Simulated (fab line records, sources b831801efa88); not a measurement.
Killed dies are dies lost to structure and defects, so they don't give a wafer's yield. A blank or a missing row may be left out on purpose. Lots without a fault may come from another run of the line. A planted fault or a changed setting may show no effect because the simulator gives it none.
Which tool did it? | flow gf180mcu | 6 lots, 18 wafers sampled, at 2 steps of a route of 602

WHAT THE GAUGES READ, wafer by wafer
GF_M3_OVL_MEAS_15.
lot  | measured     | on         | M3_OVL (nm)
L644 | day 21 18:02 | overlay-01 | 2 -2 0
L648 | day 23 07:11 | overlay-01 | -3 3 -7
L653 | day 25 06:41 | overlay-01 | 1 0 -2
L655 | day 25 20:20 | overlay-01 | -1 2 3
L658 | day 26 15:49 | overlay-02 | 2 -2 -6
L665 | day 28 15:05 | overlay-01 | -2 3 -4

WHICH TOOL RAN EACH LOT (tool, then ch and the chambers of the sampled wafers, then the start)
lot  | GF_V2_ETCH_16
L644 | rie_diel-02 ch 0,2, day 20 15:52
L648 | rie_diel-04 ch 0,2,3, day 22 05:56
L653 | rie_diel-04 ch 2,3, day 24 06:40
L655 | rie_diel-04 ch 1,3, day 24 20:40
L658 | rie_diel-02 ch 0,1,2, day 25 16:43
L665 | rie_diel-02 ch 0,1,3, day 27 17:34
- GF_V2_ETCH_16: etches BARC in N2/H2.

THE ANSWER, worked out from the rows above alone
Rule: what is usual is taken from the lots themselves. Put in order of their means at a reading, lots are off if they are a third of the lots or fewer, leave a main group of 4 or more, and stand apart from it by a gap of 3 or more times the standard deviation of the main group's means; of several such gaps the widest counts. A main group whose means are all the same, to the digits that the tables above print for the reading, isn't used. A lot without any number at a reading at which 4 lots or more have one is off too. The other lots that the step has rows for count as sound.
No lot is off at any reading shown: from this, nothing can be told.

WHAT THE SIMULATOR HAD PUT IN
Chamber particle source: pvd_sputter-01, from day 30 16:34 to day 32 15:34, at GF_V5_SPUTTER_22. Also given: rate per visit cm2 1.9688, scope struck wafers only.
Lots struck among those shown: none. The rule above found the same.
